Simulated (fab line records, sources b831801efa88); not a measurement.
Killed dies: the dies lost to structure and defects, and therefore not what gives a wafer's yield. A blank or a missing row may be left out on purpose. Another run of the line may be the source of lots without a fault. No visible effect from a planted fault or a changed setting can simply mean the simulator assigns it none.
fab line records	flow sky130
record lots=5	wafers=15	lastDay=50
route steps=708 shown GATE_OXIDE@188 PAD_OPEN@708
lots untouched by any fault: they come from a run of this same line in which no faults occurred
startH: start of the lot's first displayed wafer, in hours after the record's first day	waitH: hours from the lot's prior step to this one	" unchanged from the row above	L1.1+2: one row covering several wafers at once	- no value, or no start was given	* or withheld: withheld	< > ~ a bound
route shown NAME@n: NAME is a module with steps in the file, n the number in the route of the first one	usual: mean and standard deviation over wafers with no fault	same: alike in all rows	chamber/n: place in a boat	sites: each site's reading	_std_site: the standard deviation of these	_edge_site: mean of outer sites minus mean of inner sites	radiusMm: how far each site lies from the wafer's centre	mask NAME#n: copy n	behind: the tool/chamber that last shaped the wafer	hold: why the lot went on hold/how many hours it stayed there/how the hold came to an end	device: transistor that didn't switch, given as n, p or np	end of line: the route-end tests of the same wafers	a step given without rows: its recipe and nothing more	killed: at the first sort, the dies lost to defects and structure; wafer yield is something else	map: shows each die of a wafer: x if killed, . if not, _ if none is there
set.NAME: the setting as run; set.NAME@STEP: as run at that earlier step	model.NAME: the simulator's own value behind a step, which no gauge read
a table for each step, a row for each wafer; lots at some steps of the route
services: a tool's chamber out of use, with start hour (startH, from the record's first day; less than 0 if before it), hours out, and reason
## steps
# step SKY_GATE_OXIDE_OXIDATION_01
# recipe tempC=900	ambient=O2	stabiliseS=600	purgeS=300	targetThkA=102.68	oxTimeS=1473
# step SKY_GATE_OXIDE_THK_MEAS_02
# recipe reads=SiO2_of_GATE_OXIDE_OXIDATION_01
# usual GATE_OXIDE_OXIDATION_00_THK=10.32/0.22
lot.wafer	tool	chamber	startH	waitH	GATE_OXIDE_OXIDATION_00_THK[nm]
L519.2	filmMetro-02	-	323.49	0.0	10.62
L519.4	"	-	"	"	10.77
L519.5	"	-	"	"	10.50
L522.2	filmMetro-04	-	354.36	0.0	10.32
L522.4	"	-	"	"	10.58
L522.6	"	-	"	"	10.26
L529.1	filmMetro-02	-	410.40	0.0	10.52
L529.5	"	-	"	"	10.59
L529.6	"	-	"	"	10.63
L531.2	filmMetro-03	-	428.75	0.0	10.52
L531.3	"	-	"	"	10.41
L531.4	"	-	"	"	10.32
L536.1	filmMetro-02	-	477.43	0.0	10.39
L536.4	"	-	"	"	10.53
L536.5	"	-	"	"	10.31
# step SKY_GATE_OXIDE_DEHYDRATE_03
# recipe tempC=200	timeS=60
# step SKY_GATE_OXIDE_HMDS_04
# recipe primeTimeS=60	primeTempC=120
# step SKY_GATE_OXIDE_COAT_05
# recipe resist=NOVOLAK	spinRpm=3000	resistThkNm=1140
# step SKY_GATE_OXIDE_SOFTBAKE_06
# recipe tempC=90	timeS=60	resist=NOVOLAK
# step SKY_GATE_OXIDE_EXPOSE_07
# recipe maskId=LVOM	na=0.6	sourceShape=conventional	sigmaOuter=0.6	polarization=unpolarized	targetCdNm=600	doseMj=170
# step SKY_GATE_OXIDE_PEB_08
# recipe tempC=withheld	timeS=*	resist=NOVOLAK
# step SKY_GATE_OXIDE_DEVELOP_09
# recipe resist=NOVOLAK	developer=TMAH	developTimeS=60	devTempC=23
# step SKY_GATE_OXIDE_OVL_MEAS_10
# usual GATE_OXIDE_OVL=-0.3/1.2
lot.wafer	tool	chamber	startH	waitH	GATE_OXIDE_OVL[nm]
L519.2	overlay-02	-	349.94	0.1	1.1
L519.4	"	-	"	"	-1.3
L519.5	"	-	"	"	-0.3
L522.2	overlay-01	-	382.64	0.1	1.8
L522.4	"	-	"	"	1.1
L522.6	"	-	"	"	-0.9
L529.1	overlay-02	-	441.23	0.1	-1.6
L529.5	"	-	"	"	0.5
L529.6	"	-	"	"	-0.8
L531.2	overlay-02	-	459.43	0.1	-1.6
L531.3	"	-	"	"	-1.0
L531.4	"	-	"	"	-1.3
L536.1	overlay-01	-	508.07	0.1	0.9
L536.4	"	-	"	"	1.1
L536.5	"	-	"	"	-0.5
# step SKY_GATE_OXIDE_IMPLANT_11
# recipe species=B	energyKev=10	doseCm2=2.6e+12	tiltDeg=withheld
# step SKY_GATE_OXIDE_WET_ETCH_12
# recipe chemistry=dHF	targetDepthNm=16.8	dry=n2Spin	target=SiO2	dilution=100:1	tempC=25	timeS=336
# step SKY_GATE_OXIDE_STRIP_13
# recipe chemistry=O2/N2	powerW=1400	pressureMtorr=1500	platenTempC=withheld	o2FlowSccm=3000	n2FlowSccm=300	overashFraction=0.5
# usual drypumpMotorCurrentA=6.0/0.48	oesProductAu=0.716/0.0047	stripTimeToEndpointS=14.18/0.04
lot.wafer	tool	chamber	startH	waitH	drypumpMotorCurrentA	oesProductAu	rfHoursCounterH	stripTimeToEndpointS	model.NOVOLAK_of_GATE_OXIDE_COAT_05.thkNm
L519.2	plasmaAsher-03	0	350.22	0.0	5.6	0.717	65	14.20	0
L519.4	"	0	"	"	5.6	0.712	-	14.21	0
L519.5	"	1	"	"	5.7	0.716	-	14.18	0
L522.2	plasmaAsher-02	1	382.92	0.0	5.7	0.929	70	-	506.1
L522.4	"	0	"	"	5.3	0.924	-	-	506.7
L522.6	"	0	"	"	5.3	0.940	-	-	506.3
L529.1	plasmaAsher-01	1	441.53	0.0	6.6	0.714	62	14.19	0
L529.5	"	0	"	"	6.4	0.718	-	14.19	0
L529.6	"	1	"	"	6.6	0.724	-	14.20	0
L531.2	plasmaAsher-03	0	459.71	0.0	5.6	0.712	2	14.24	0
L531.3	"	0	"	"	5.6	0.708	-	14.26	0
L531.4	"	1	"	"	5.7	0.716	-	14.18	0
L536.1	plasmaAsher-02	1	508.36	0.0	5.7	0.722	82	14.15	0
L536.4	"	0	"	"	5.3	0.708	-	14.17	0
L536.5	"	0	"	"	5.3	0.717	-	14.16	0
# step SKY_GATE_OXIDE_TW_MEAS_14
# usual GATE_OXIDE_TW=223.1/1.6
lot.wafer	tool	chamber	startH	waitH	GATE_OXIDE_TW
L519.2	filmMetro-02	-	350.33	0.1	219.9
L519.4	"	-	"	"	221.2
L519.5	"	-	"	"	219.7
L522.2	filmMetro-03	-	383.03	0.1	224.7
L522.4	"	-	"	"	226.3
L522.6	"	-	"	"	224.6
L529.1	filmMetro-04	-	441.63	0.1	221.1
L529.5	"	-	"	"	220.6
L529.6	"	-	"	"	222.7
L531.2	filmMetro-03	-	459.82	0.1	223.6
L531.3	"	-	"	"	223.7
L531.4	"	-	"	"	224.5
L536.1	filmMetro-03	-	508.46	0.1	223.7
L536.4	"	-	"	"	224.1
L536.5	"	-	"	"	225.0
# step SKY_PAD_OPEN_PROBE_99
# usual killed_at_M0_to_M3=45/6.8	killed_at_M4_up=3.2/1.6	killedAtContacts=24/5.1	killedAtFrontEnd=14/4.4	killedAtOther=0.4/0.65	killedDies=87/8.8	killedOnRim=17/3.6	killedOpen=47/7.2	killedShort=39/6.1
# same grossDies=492	killedAtBackSide=0
lot.wafer	tool	chamber	startH	waitH	killed_at_M0_to_M3	killed_at_M4_up	killedAtContacts	killedAtFrontEnd	killedAtOther	killedDies	killedOnRim	killedOpen	killedShort
L519.2	prober-01	-	1104.95	0.1	38	3	31	16	0	88	18	52	36
L519.4	prober-01	-	1105.05	0.2	55	2	28	6	0	91	19	54	36
L519.5	prober-01	-	1105.10	0.2	52	3	19	14	0	88	20	53	35
L522.2	prober-02	-	1123.79	0.1	44	4	25	418	1	492	96	47	41
L522.4	prober-02	-	1123.89	0.2	31	4	22	435	0	492	96	30	41
L522.6	prober-02	-	1123.99	0.2	42	1	31	418	0	492	96	46	45
L529.5	prober-01	-	1164.83	0.2	43	3	30	19	0	95	20	44	50
L529.6	prober-01	-	1164.88	0.2	54	4	24	11	0	93	21	42	51
# killed by level:class
L519.2 CONTACT:geometricParticle:open=9 VIA1:geometricParticle:open=9 LI_CONTACT:geometricParticle:open=8 VIA2:geometricParticle:open=7 CONTACT:geometricParticle:short=6 FIELD_ISO:geometricParticle:open=5 VIA3:geometricParticle:open=5 LOCAL_INTERCONNECT:geometricParticle:short=4
L519.4 VIA3:geometricParticle:open=14 VIA1:geometricParticle:open=11 METAL2:geometricParticle:short=9 CONTACT:geometricParticle:open=7 LI_CONTACT:geometricParticle:open=6 VIA2:geometricParticle:open=6 CONTACT:geometricParticle:short=5 LI_CONTACT:geometricParticle:short=4
L519.5 VIA1:geometricParticle:open=14 VIA3:geometricParticle:open=7 VIA2:geometricParticle:short=7 LI_CONTACT:geometricParticle:open=6 VIA2:geometricParticle:open=6 CONTACT:geometricParticle:open=6 POLY_GATE:geometricParticle:short=4 METAL2:geometricParticle:short=4
L522.2 GATE_OXIDE:areaOxidation=404 CONTACT:geometricParticle:open=9 VIA1:geometricParticle:open=9 VIA3:geometricParticle:open=8 METAL1:geometricParticle:short=6 VIA2:geometricParticle:open=6 FIELD_ISO:geometricParticle:open=5 LI_CONTACT:geometricParticle:open=5
L522.4 GATE_OXIDE:areaOxidation=421 CONTACT:geometricParticle:open=6 VIA1:geometricParticle:open=6 VIA3:geometricParticle:short=6 FIELD_ISO:geometricParticle:short=4 POLY_GATE:geometricParticle:open=4 POLY_GATE:geometricParticle:short=4 LI_CONTACT:geometricParticle:open=4
L522.6 GATE_OXIDE:areaOxidation=401 CONTACT:geometricParticle:open=13 VIA1:geometricParticle:short=12 LI_CONTACT:geometricParticle:open=6 LOCAL_INTERCONNECT:geometricParticle:short=6 VIA3:geometricParticle:open=5 FIELD_ISO:geometricParticle:open=4 METAL1:geometricParticle:short=4
L529.5 CONTACT:geometricParticle:open=14 POLY_GATE:geometricParticle:short=7 VIA2:geometricParticle:open=7 VIA1:geometricParticle:short=7 VIA1:geometricParticle:open=6 CONTACT:geometricParticle:short=6 FIELD_ISO:geometricParticle:short=5 LI_CONTACT:geometricParticle:short=5
L529.6 METAL1:geometricParticle:short=14 VIA1:geometricParticle:open=9 VIA1:geometricParticle:short=7 CONTACT:geometricParticle:open=6 METAL2:geometricParticle:short=6 VIA2:geometricParticle:open=5 CONTACT:geometricParticle:short=5 METAL1:geometricParticle:open=5
# map L522.2 (x killed, . not)
__________xxxxxxxxxx_________
________xxxxxxxxxxxxxx_______
______xxxxxxxxxxxxxxxxxx_____
_____xxxxxxxxxxxxxxxxxxxx____
____xxxxxxxxxxxxxxxxxxxxxx___
___xxxxxxxxxxxxxxxxxxxxxxxx__
__xxxxxxxxxxxxxxxxxxxxxxxxxx_
_xxxxxxxxxxxxxxxxxxxxxxxxxxxx
_xxxxxxxxxxxxxxxxxxxxxxxxxxxx
_xxxxxxxxxxxxxxxxxxxxxxxxxxxx
_xxxxxxxxxxxxxxxxxxxxxxxxxxxx
_xxxxxxxxxxxxxxxxxxxxxxxxxxxx
_xxxxxxxxxxxxxxxxxxxxxxxxxxxx
_xxxxxxxxxxxxxxxxxxxxxxxxxxxx
_xxxxxxxxxxxxxxxxxxxxxxxxxxxx
__xxxxxxxxxxxxxxxxxxxxxxxxxx_
___xxxxxxxxxxxxxxxxxxxxxxxx__
____xxxxxxxxxxxxxxxxxxxxxx___
_____xxxxxxxxxxxxxxxxxxxx____
______xxxxxxxxxxxxxxxxxx_____
________xxxxxxxxxxxxxx_______
__________xxxxxxxxxx_________
# map L536.1 (x killed, . not)
__________........xx_________
________x.......x....._______
______.xx.x............._____
_____.........x...x..x...____
____.x..x....x.........x..___
___xx......x.x....x.......x__
__x...........x......xx....x_
_.x.........x....x.....x...x.
_x...x....................x..
_.............x.....x.x..x...
_..........x.x...........x...
_.....x..x...x.x.......x.....
_.x.x...x.x......x.x.xx......
_x.xx..x..x.......x...x..x...
_.......x....x...............
__..xxx....................._
___.....x..x.xx.....x......__
____........x.............___
_____..xx......xx........____
______.x.....x..xx.x...._____
________..x.x...x.x..._______
__________.....x.x.._________
## services
tool	chamber	startH	hours	kind
plasmaAsher-02	-	353.59	1.3	repair
plasmaAsher-01	-	368.60	2.8	repair
plasmaAsher-03	-	421.25	9.0	pm
plasmaAsher-03	0	421.25	19.1	ventCycle
plasmaAsher-03	1	421.25	19.1	ventCycle
plasmaAsher-03	-	428.92	11.5	repair
plasmaAsher-03	0	430.25	-	clean
plasmaAsher-03	1	430.25	-	clean
plasmaAsher-03	-	431.45	0.9	repair
plasmaAsher-02	-	437.72	0.9	repair
plasmaAsher-03	-	440.38	4.0	pm
plasmaAsher-02	-	457.52	7.5	repair
## key
firstSign step=SKY_GATE_OXIDE_STRIP_13	reading=oesProductAu	direction=up	sigmas=46	usual=0.716	struck=0.931
effect step=SKY_PAD_OPEN_PROBE_99	reading=killedAtFrontEnd	direction=up	sigmas=93	usual=14	struck=424
modelEffect step=SKY_GATE_OXIDE_STRIP_13	value=NOVOLAK_of_GATE_OXIDE_COAT_05.thkNm	without=0	struck=506.4
moreKillsBornAt SKY_GATE_OXIDE_OXIDATION_16@furnace-01=1226
metAt SKY_GATE_OXIDE_STRIP_13
struckWafers L522.2,L522.4,L522.6
laterRowsLeftOut L522.2,L522.4,L522.6
testerLeftOut L522
fault kind=stripAborted	tool=plasmaAsher-02	chamber=-	onsetH=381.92	steps=SKY_GATE_OXIDE_STRIP_13	offset=0.69732	endH=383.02
# testerLeftOut: of these lots the tester's yield and bins aren't shown, on N5 and GAA mostly nor the transistor test; their killed dies are dies lost to structure and defects alone, not to doping, threshold or leakage, so they don't give the yield
# laterRowsLeftOut: the simulator's readings of these wafers behind a module that went badly wrong aren't trusted and aren't shown, but for the sort
